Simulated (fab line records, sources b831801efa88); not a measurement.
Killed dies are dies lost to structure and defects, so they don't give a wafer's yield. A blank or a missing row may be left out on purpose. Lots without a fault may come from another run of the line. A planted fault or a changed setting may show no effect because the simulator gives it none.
One fault seen from 2 desks | flow sky130 | each desk has only its own numbers; what lay behind them comes last

THE METROLOGY DESK
What the gauges read, lot by lot, whatever tool the lot ran on: means of the sampled wafers that have a number. A lot is out of limits, marked OUT, if its mean lies more than 4 standard deviations from the usual mean; the brackets give that distance.
Columns: A = GATE_OXIDE_TW at SKY_GATE_OXIDE_TW_MEAS_14, usual 223.4; B = LDD_N_TW at SKY_LDD_N_TW_MEAS_17, usual 2584
lot  | first seen here | A     | B
L157 | day 14 08:14    | 221.8 | 2590
L160 | day 15 19:32    | 222.5 | 2596
L163 | day 17 06:49    | 222.8 | 2593
L161 | day 17 07:35    | 223.4 | 2588
L162 | day 17 07:45    | 223.0 | 2596
L164 | day 17 15:50    | 222.2 | 2571
L168 | day 18 07:15    | 224.7 | 2552
L169 | day 18 21:31    | 224.4 | 2511
L174 | day 20 10:51    | 223.0 | 2603
L175 | day 20 16:26    | 222.7 | 2598
L177 | day 22 15:27    | 225.7 | 2574
This desk's finding: nothing out of limits on any of the 11 lots.

THE TOOL OWNER'S DESK: implanter-01
The tool's own readings at SKY_LDD_N_IMPLANT_09: means of the sampled wafers that have a number, for each lot that ran on this tool. A lot is out of limits, marked OUT, if its mean lies more than 4 standard deviations from the usual mean; the brackets give that distance.
Columns: A = dose_ions_cm2 at SKY_LDD_N_IMPLANT_09, usual 7.498e+13; B = faraday_current_uA at SKY_LDD_N_IMPLANT_09, usual 423
lot  | first seen here | A                           | B
L163 | day 22 17:09    | 7.493e+13                   | 419
L162 | day 22 18:21    | 7.506e+13                   | 421
L168 | day 22 19:34    | 4.284e+13 (-99 or more) OUT | 239 (-22) OUT
L169 | day 22 21:58    | 4.280e+13 (-99 or more) OUT | 240 (-22) OUT
This desk's finding: out of limits on L168, L169; first on L168, day 22 19:34 (dose_ions_cm2 at SKY_LDD_N_IMPLANT_09). In limits: L163, L162.

PUT TOGETHER
The tool owner's desk could have raised an alarm at day 22 19:34, on L168, L169.
The metrology desk saw nothing out of limits.
The metrology desk has L168, L169 on record, within its limits.
Of the lots named, all ran SKY_LDD_N_IMPLANT_09 on implanter-01.

WHAT THE SIMULATOR HAD PUT IN
Process parameter drift: implanter-01, from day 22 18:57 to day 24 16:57, at SKY_LDD_N_IMPLANT_09. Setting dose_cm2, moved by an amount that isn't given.
Lots struck among those shown: L168, L169.
Hours from the fault's start to each desk's first reading out of limits: the tool owner's desk, 1.
